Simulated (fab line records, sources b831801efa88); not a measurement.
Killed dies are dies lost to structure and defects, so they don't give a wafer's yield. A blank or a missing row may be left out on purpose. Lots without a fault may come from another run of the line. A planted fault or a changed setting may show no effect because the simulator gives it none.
Which tool did it? | flow gf180mcu | 13 lots, 39 wafers sampled, at 6 steps of a route of 602

WHAT THE GAUGES READ, wafer by wafer
GF_HV_LDD_TW_MEAS_38.
lot  | measured     | on            | HV_LDD_3_TW
L158 | day 11 18:07 | film_metro-03 | 1441 1434 1430
L159 | day 12 01:16 | film_metro-03 | 1440 1435 1442
L160 | day 12 05:52 | film_metro-03 | 1435 1433 1435
L163 | day 13 00:08 | film_metro-04 | 1435 1451 1450
L166 | day 14 04:58 | film_metro-04 | 1452 1450 1445
L167 | day 14 07:49 | film_metro-01 | 1442 1430 1439
L168 | day 14 15:25 | film_metro-03 | 1440 1435 1441
L169 | day 15 01:27 | film_metro-01 | 1430 1430 1427
L170 | day 15 11:47 | film_metro-01 | 1428 1428 1435
L177 | day 17 18:38 | film_metro-04 | 1335 1339 1325
L179 | day 18 07:05 | film_metro-01 | 1334 1328 1335
L180 | day 18 17:08 | film_metro-03 | 1441 1437 1436
L181 | day 19 09:20 | film_metro-04 | 1437 1433 1442

GF_HV_LDD_RS_MEAS_53: measures by four-point-probe.
lot  | measured     | on            | HV_LDD_RS (ohm/sq)
L158 | day 12 13:35 | film_metro-03 | 416.4 416.8 416.5
L159 | day 12 21:48 | film_metro-04 | 418.5 419.7 419.1
L160 | day 13 01:37 | film_metro-04 | 420.7 420.7 421.6
L163 | day 13 21:04 | film_metro-04 | 420.0 419.1 419.8
L166 | day 15 02:10 | film_metro-03 | 418.8 416.4 418.5
L167 | day 15 05:28 | film_metro-01 | 417.3 418.5 418.0
L168 | day 15 13:37 | film_metro-01 | 417.8 418.9 418.5
L169 | day 15 23:48 | film_metro-03 | 417.4 417.5 418.0
L170 | day 16 10:52 | film_metro-01 | 419.6 418.9 419.1
L177 | day 18 18:51 | film_metro-04 | 439.3 438.5 437.1
L179 | day 19 07:43 | film_metro-03 | 436.4 434.7 436.1
L180 | day 19 18:20 | film_metro-04 | 421.0 420.0 419.5
L181 | day 20 09:10 | film_metro-04 | 418.7 419.0 418.8

GF_CONTACT_OVL_MEAS_15.
lot  | measured     | on         | CONTACT_OVL (nm)
L158 | day 16 07:05 | overlay-01 | -4 -1 2
L159 | day 16 17:23 | overlay-01 | 5 5 2
L160 | day 16 20:48 | overlay-02 | 13 11 10
L163 | day 17 19:14 | overlay-01 | 3 1 5
L166 | day 19 03:59 | overlay-01 | 12 9 6
L167 | day 19 07:53 | overlay-01 | 4 -5 3
L168 | day 19 16:14 | overlay-01 | 6 7 2
L169 | day 20 03:49 | overlay-01 | -3 -9 -2
L170 | day 20 15:08 | overlay-01 | 3 4 2
L177 | day 22 23:16 | overlay-01 | 4 -2 4
L179 | day 23 11:41 | overlay-01 | -4 -4 2
L180 | day 23 21:10 | overlay-01 | 1 7 4
L181 | day 24 10:00 | overlay-01 | 3 1 -7

GF_M1_CD_MEAS_14: target cd 230 nm.
lot  | measured     | on        | cd_nm (nm)
L158 | day 17 07:01 | cd_sem-01 | 230.7 228.9 229.8
L159 | day 17 17:52 | cd_sem-01 | 228.9 230.2 229.6
L160 | day 17 21:07 | cd_sem-02 | 228.4 228.8 228.2
L163 | day 18 20:42 | cd_sem-01 | 231.0 231.0 230.7
L166 | day 20 05:44 | cd_sem-02 | 227.1 227.8 227.8
L167 | day 20 09:22 | cd_sem-02 | 228.9 229.2 228.6
L168 | day 20 17:31 | cd_sem-02 | 229.5 230.3 230.1
L169 | day 21 05:01 | cd_sem-02 | 229.7 230.1 229.5
L170 | day 21 16:49 | cd_sem-02 | 230.7 230.3 231.5
L177 | day 23 22:52 | cd_sem-02 | 229.8 228.9 228.4
L179 | day 24 11:32 | cd_sem-01 | 229.4 229.0 230.2
L180 | day 24 20:55 | cd_sem-01 | 229.9 229.4 229.2
L181 | day 25 09:03 | cd_sem-01 | 231.7 230.9 231.0

WHICH TOOL RAN EACH LOT (tool, then ch and the chambers of the sampled wafers, then the start)
lot  | GF_HV_LDD_IMPLANT_35            | GF_SALICIDE_SPUTTER_02
L158 | implanter-01 ch 0, day 11 17:43 | pvd_sputter-03, day 15 07:26
L159 | implanter-02 ch 0, day 12 00:53 | pvd_sputter-01, day 15 17:31
L160 | implanter-04 ch 0, day 12 05:29 | pvd_sputter-04, day 15 20:25
L163 | implanter-01 ch 0, day 12 23:44 | pvd_sputter-04, day 16 18:42
L166 | implanter-01 ch 0, day 14 04:36 | pvd_sputter-01, day 18 02:38
L167 | implanter-02 ch 0, day 14 07:26 | pvd_sputter-04, day 18 06:38
L168 | implanter-01 ch 0, day 14 15:02 | pvd_sputter-01, day 18 14:50
L169 | implanter-01 ch 0, day 15 01:04 | pvd_sputter-01, day 19 02:32
L170 | implanter-02 ch 0, day 15 11:26 | pvd_sputter-03, day 19 13:22
L177 | implanter-01 ch 0, day 17 18:17 | pvd_sputter-03, day 21 23:05
L179 | implanter-01 ch 0, day 18 06:43 | pvd_sputter-03, day 22 11:36
L180 | implanter-02 ch 0, day 18 16:46 | pvd_sputter-01, day 22 21:11
L181 | implanter-04 ch 0, day 19 08:56 | pvd_sputter-01, day 23 10:52
- GF_HV_LDD_IMPLANT_35
- GF_SALICIDE_SPUTTER_02: material Co, target thk 10 nm, time 20 s.

WHAT THE TOOLS THEMSELVES READ (means of the sampled wafers that have a number; where no wafer has one, the mark that the record gives instead)
GF_HV_LDD_IMPLANT_35.
lot  | tool         | dose_ions_cm2 | faraday_current_uA | tilt_deg (degrees)
L158 | implanter-01 | 7.511e+12     | 42.0               | 29.978
L159 | implanter-02 | 7.494e+12     | 43.2               | 29.992
L160 | implanter-04 | 7.500e+12     | 42.0               | 30.001
L163 | implanter-01 | 7.498e+12     | 42.2               | 30.015
L166 | implanter-01 | 7.490e+12     | 42.3               | 30.013
L167 | implanter-02 | 7.492e+12     | 42.0               | 29.977
L168 | implanter-01 | 7.490e+12     | 42.2               | 30.009
L169 | implanter-01 | 7.492e+12     | 42.2               | 30.011
L170 | implanter-02 | 7.495e+12     | 42.3               | 30.013
L177 | implanter-01 | 7.447e+11     | 4.2                | 29.989
L179 | implanter-01 | 7.453e+11     | 4.2                | 30.001
L180 | implanter-02 | 7.492e+12     | 42.8               | 30.001
L181 | implanter-04 | 7.496e+12     | 42.5               | 30.016

GF_SALICIDE_SPUTTER_02.
lot  | tool           | throttle_valve_pct (%)
L158 | pvd_sputter-03 | 29.8
L159 | pvd_sputter-01 | 31.9
L160 | pvd_sputter-04 | 29.2
L163 | pvd_sputter-04 | 30.1
L166 | pvd_sputter-01 | 31.1
L167 | pvd_sputter-04 | 30.7
L168 | pvd_sputter-01 | 30.3
L169 | pvd_sputter-01 | 30.5
L170 | pvd_sputter-03 | 29.4
L177 | pvd_sputter-03 | 29.8
L179 | pvd_sputter-03 | 29.5
L180 | pvd_sputter-01 | 30.9
L181 | pvd_sputter-01 | 31.7

THE ANSWER, worked out from the rows above alone
Rule: what is usual is taken from the lots themselves. Put in order of their means at a reading, lots are off if they are a third of the lots or fewer, leave a main group of 4 or more, and stand apart from it by a gap of 3 or more times the standard deviation of the main group's means; of several such gaps the widest counts. A main group whose means are all the same, to the digits that the tables above print for the reading, isn't used. A lot without any number at a reading at which 4 lots or more have one is off too. The other lots that the step has rows for count as sound. The gauges are gone through in route order, then the tools' own readings, and for those a lot's mean is taken as printed above. The first step at which some lot is off is used, and at that step the reading that is off furthest; a lot without a number counts as furthest.
Off: L177, L179, at GF_HV_LDD_TW_MEAS_38 (HV_LDD_3_TW). The main group: mean 1438, standard deviation 5.5.
A tool fits if, at a process step before that reading, it ran every lot that is off, and no sound lot after the first of them. The gauges at GF_HV_LDD_TW_MEAS_38 aren't tried: what is off there is off at GF_HV_LDD_IMPLANT_35 too, on other tools, and a gauge's error can't cause that. One fits: implanter-01 at GF_HV_LDD_IMPLANT_35. Its last sound lot is L169 (day 15 01:04), its first lot that is off L177 (day 17 18:17): a fault that began between those two fits.
The tool's own readings at GF_HV_LDD_IMPLANT_35 bear it out: on the lots that are off they differ by more than 5 times the standard deviation of the sound lots' means. dose_ions_cm2 reads 7.450e+11 there against 7.495e+12 on the sound lots; faraday_current_uA reads 4.2 there against 42.3 on the sound lots.

WHAT THE SIMULATOR HAD PUT IN
Process parameter drift: implanter-01, from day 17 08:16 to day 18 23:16, at GF_HV_LDD_IMPLANT_35. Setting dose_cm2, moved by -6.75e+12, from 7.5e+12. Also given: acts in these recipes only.
Lots struck among those shown: L177, L179. The rule above found the same.
